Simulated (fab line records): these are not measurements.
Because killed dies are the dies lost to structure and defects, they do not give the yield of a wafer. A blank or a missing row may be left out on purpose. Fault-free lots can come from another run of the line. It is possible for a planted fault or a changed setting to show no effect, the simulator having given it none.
Struck lot and sound lot, side by side | flow sky130 | 43 out of 708 route steps
Sound: wafers L740.3, L740.5, L740.6. Struck: wafer L730.3 (L730.2, L730.6, from the same lot, were not struck and are left out); the cause is given at the end.
For every step that has rows: the tool of each side, followed by ch and its chambers, followed by its first start. Under that, the readings that differ: sound wafers | struck wafers | difference of the means | sigmas: that difference in standard deviations of wafers without a fault.
alike: same words and numbers on both sides, and readings whose means sit less than 2 such deviations apart. not compared: any withheld reading, any reading some wafer has no value for, any bound like >300 that may hide the same value, and any number with overlapping values for which the record gives no deviation.
The two part at a step that has a row with sigmas, a row that says differs or no value, or rows on one side only. Non-overlapping numbers with no deviation appear without sigmas and do not part them. A reading that every wafer of one side lacks parts them only if that side has two wafers or more.

first, 3 steps without rows for these wafers: SKY_VIA2_CLEAN_18 (cleans in IPA, time 180 s); SKY_VIA2_CLEAN_19 (cleans in O3/DIW); SKY_VIA2_SPUTTER_20 (material TiN, target thk 20 nm, time 80 s).
SKY_VIA2_CVD_21: deposits W, target thk 420 nm, time 126.4 s.
  sound on cvd w-01 ch 0,1, day 42 14:25; struck on cvd w-01 ch 1, day 40 02:16
  reading              | sound                | struck | difference | sigmas
  susceptor temp C (C) | 399.80 399.79 399.55 | 400.25 | +0.54      | +2
  alike: heater power w
SKY_VIA2_RS_MEAS_22: measures by four-point-probe.
  sound on film metro-04 at day 42 14:32; struck on film metro-04 at day 40 02:25
  alike: VIA2_W_RS
SKY_VIA2_THK_MEAS_23: measures by xrf.
  sound on film metro-04 at day 42 14:38; struck on film metro-04 at day 40 02:32
  alike: VIA2_W_THK
SKY_VIA2_CMP_24: polishes, stops on SiO2, t overpolish 20 s, target thk 0 nm.
  sound on cmp-01 ch 0,2,3, day 42 14:46; struck on cmp-01 ch 1, day 40 02:35
  alike: motor current A, overpolish run s, time to endpoint s
SKY_METAL3_SPUTTER_00: material Ti, target thk 15 nm, time 10 s.
  sound on pvd sputter-04 at day 42 14:58; struck on pvd sputter-03 at day 40 02:53
  alike: throttle valve pct
then, 3 steps without rows for these wafers: SKY_METAL3_SPUTTER_01 (material TiN, target thk 20 nm, time 16.7 s); SKY_METAL3_SPUTTER_02 (material AlCu, target thk 735 nm, time 39.1 s); SKY_METAL3_SPUTTER_03 (material Ti, target thk 5 nm, time 3.3 s).
SKY_METAL3_SPUTTER_04: material TiN, target thk 70 nm, time 58.3 s.
  sound on pvd sputter-04 at day 42 15:05; struck on pvd sputter-03 at day 40 02:59
  alike: throttle valve pct
SKY_CAPM_CVD_00: deposits SiO2, target thk 15.5 nm.
  sound on pecvd-02 ch 0,1, day 42 15:08; struck on pecvd-04 ch 0, day 40 03:02
  reading                               | sound            | struck | difference | sigmas
  model.SiO2_of_CAPM_CVD_00.thk nm (nm) | 15.6 15.71 15.92 | 16.48  | +0.74      |
  alike: heater power w, rf fwd power W, susceptor temp C
SKY_CAPM_THK_MEAS_01:
  sound on film metro-04 at day 42 15:10; struck on film metro-04 at day 40 03:25
  reading              | sound             | struck | difference | sigmas
  CAPM_CVD_00_THK (nm) | 15.56 15.70 15.91 | 16.46  | +0.74      | +3
  not compared: hold
SKY_CAPM_RS_MEAS_03: measures by four-point-probe.
  sound on film metro-04 at day 42 15:22; struck on film metro-04 at day 40 19:17
  alike: CAPM_TIN_RS
SKY_CAPM_THK_MEAS_04: measures by xrf.
  sound on film metro-04 at day 42 15:28; struck on film metro-04 at day 40 19:27
  alike: CAPM_TIN_THK
then, 7 steps without rows for these wafers: SKY_CAPM_DEHYDRATE_05 (time 60 s); SKY_CAPM_HMDS_06 (prime time 60 s); SKY_CAPM_COAT_07 (resist thk 1140 nm); SKY_CAPM_SOFTBAKE_08 (time 60 s); SKY_CAPM_EXPOSE_09 (exposes mask CAPM, target cd 1000 nm); SKY_CAPM_PEB_10; SKY_CAPM_DEVELOP_11 (develop time 60 s).
SKY_CAPM_OVL_MEAS_12:
  sound on overlay-01 at day 43 13:37; struck on overlay-02 at day 40 22:52
  reading       | sound       | struck | difference | sigmas
  CAPM_OVL (nm) | 0.8 2.1 1.2 | -3.1   | -4.5       | -3
then, 1 step without rows for these wafers: SKY_CAPM_METAL_ETCH_13 (etches TiN in Cl2/BCl3, stops on SiO2, target depth 220 nm, time 62.9 s).
SKY_CAPM_STRIP_14: strips in O2/N2.
  sound on plasma asher-04 ch 0,1, day 43 13:45; struck on plasma asher-01 ch 1, day 40 23:00
  reading               | sound             | struck | difference | sigmas
  oes product au (a.u.) | 0.712 0.716 0.721 | 0.699  | -0.017     | -4
  alike: chamber pressure mTorr, drypump motor current A, o2 flow sccm, strip time to endpoint s
  not compared: rf hours counter h
then, 11 steps without rows for these wafers: SKY_CAPM_STRIP_15 (strips in post etch residue remover, time 1200 s); SKY_CAPM_CLEAN_16 (cleans in IPA, time 180 s); SKY_CAPM_CLEAN_17 (cleans in O3/DIW); SKY_METAL3_DEHYDRATE_05 (time 60 s); SKY_METAL3_HMDS_06 (prime time 60 s); SKY_METAL3_COAT_07 (resist thk 60 nm); SKY_METAL3_COAT_08 (resist thk 1140 nm); SKY_METAL3_SOFTBAKE_09 (time 90 s); SKY_METAL3_EXPOSE_10 (exposes mask MM3, target cd 300 nm); SKY_METAL3_PEB_11; SKY_METAL3_DEVELOP_12 (develop time 60 s).
SKY_METAL3_CD_MEAS_13 targets a cd of 300 nm.
  sound on cd sem-01 at day 44 12:01; struck on cd sem-02 at day 42 00:32
  alike: cd nm
SKY_METAL3_OVL_MEAS_14:
  sound on overlay-02 at day 44 12:07; struck on overlay-02 at day 42 00:39
  alike: METAL3_OVL
then, 2 steps without rows for these wafers: SKY_METAL3_DESCUM_15 (chemistry O2, time 8 s); SKY_METAL3_ETCH_16 (etches BARC in N2/H2, stops on SiO2, time 88.2 s, target depth 60 nm).
SKY_METAL3_ETCH_17: etches SiO2 in C4F8/O2/Ar, stops on TiN, time 3.9 s, target depth 15 nm.
  sound on rie diel-02 ch 0,3, day 44 12:16; struck on rie diel-02 ch 0, day 42 00:49
  reading               | sound             | struck | difference | sigmas
  oes product au (a.u.) | 0.753 0.765 0.761 | 0.781  | +0.021     | +3
  alike: chamber pressure mTorr, rf fwd power W
  not compared: rf hours counter h
-- the record jumps here: 6 days lie between the struck wafers' starts before and after (it left off in module METAL3 and takes up again in module PAD_OPEN, whose first step shown is number 708 of the route) --
SKY_PAD_OPEN_PROBE_99:
  sound on prober-02 at day 50 10:38; struck on prober-02 at day 48 11:25
  reading                              | sound                | struck | difference | sigmas
  model.etest.cap mim.bv v (V)         | 13.81 14.15 14.62    | 15.31  | +1.12      |
  model.etest.cap mim.leak log10 a cm2 | -9.142 -9.065 -9.241 | -9.316 | -0.167     |
  model.etest.cap mim.c ff um2         | 2.336 2.296 2.26     | 2.199  | -0.098     |
  alike: defect limited yield, killed_at_M0_to_M3, killed_at_M4_up, killed at contacts, killed at front end, killed at other, killed dies, killed open, killed short, sort_bin_3_pad_short, sort_bin_5_function, sort_bin_6_memory, sort n pass, sort yield pct

## WHERE THEY PART
At SKY_VIA2_CVD_21 first; at SKY_METAL3_ETCH_17 last (within this record only). Later steps at which nothing parts them and some readings are alike: SKY_PAD_OPEN_PROBE_99.

WHY: whatever the simulator had introduced
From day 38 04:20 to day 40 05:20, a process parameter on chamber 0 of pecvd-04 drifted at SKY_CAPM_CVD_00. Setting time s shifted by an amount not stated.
